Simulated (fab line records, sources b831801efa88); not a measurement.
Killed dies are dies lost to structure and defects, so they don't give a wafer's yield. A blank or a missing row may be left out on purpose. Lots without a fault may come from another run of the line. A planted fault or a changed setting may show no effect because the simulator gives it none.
Chamber matching | flow sky130 | SKY_VIA2_ETCH_15 on rie_diel-01: 4 sister chambers
The step etches SiO2 in C4F8/O2/Ar, stops on TiN, target depth 546 nm, time 84 s. 14 wafers are shown with their chamber, then 6 later ones without.

WAFERS WITH THEIR CHAMBER
wafer  | chamber | oes_product_au (a.u.)
L713.2 | 3       | 0.938
L713.3 | 1       | 0.945
L713.6 | 1       | 0.941
L715.1 | 2       | 0.942
L715.2 | 0       | 0.942
L715.5 | 2       | 0.942
L717.1 | 3       | 0.949
L717.2 | 2       | 0.942
L717.6 | 3       | 0.931
L719.3 | 1       | 0.941
L719.4 | 0       | 0.943
L719.6 | 3       | 0.936
L721.1 | 0       | 0.936
L721.3 | 3       | 0.941

SIGNATURES (means of the wafers above)
reading        | chamber 0 | chamber 1 | chamber 2 | chamber 3 | scatter within a chamber
oes_product_au | 0.94033   | 0.94233   | 0.94200   | 0.93900   | 0.00466
Rule: a wafer's distance from a chamber is the root of the sum, over the readings, of the square of ((its reading less the chamber's mean) divided by the reading's scatter). The wafer belongs to the nearest chamber; if the next one is less than 2 further off, it can't be placed. The scatter: the root of (the sum of the squares of (reading less its chamber's mean) over the shown wafers, divided by (wafers less chambers)).

WAFERS WITHOUT THEIR CHAMBER
wafer  | oes_product_au (a.u.)
L721.6 | 0.941
L723.1 | 0.936
L723.5 | 0.936
L723.6 | 0.940
L724.2 | 0.939
L724.5 | 0.944

WHICH CHAMBER EACH WENT THROUGH
wafer  | from the rows above               | in truth
L721.6 | can't be placed: 0 or 2 or 1 or 3 | 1
L723.1 | can't be placed: 3 or 0 or 2 or 1 | 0
L723.5 | can't be placed: 3 or 0 or 2 or 1 | 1
L723.6 | can't be placed: 0 or 3 or 2 or 1 | 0
L724.2 | can't be placed: 3 or 0 or 2 or 1 | 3
L724.5 | can't be placed: 1 or 2 or 0 or 3 | 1
Placed correctly: 0 of 6. Can't be placed from these rows: 6 (the true chamber is among the candidates in 6). Placed wrongly: 0.
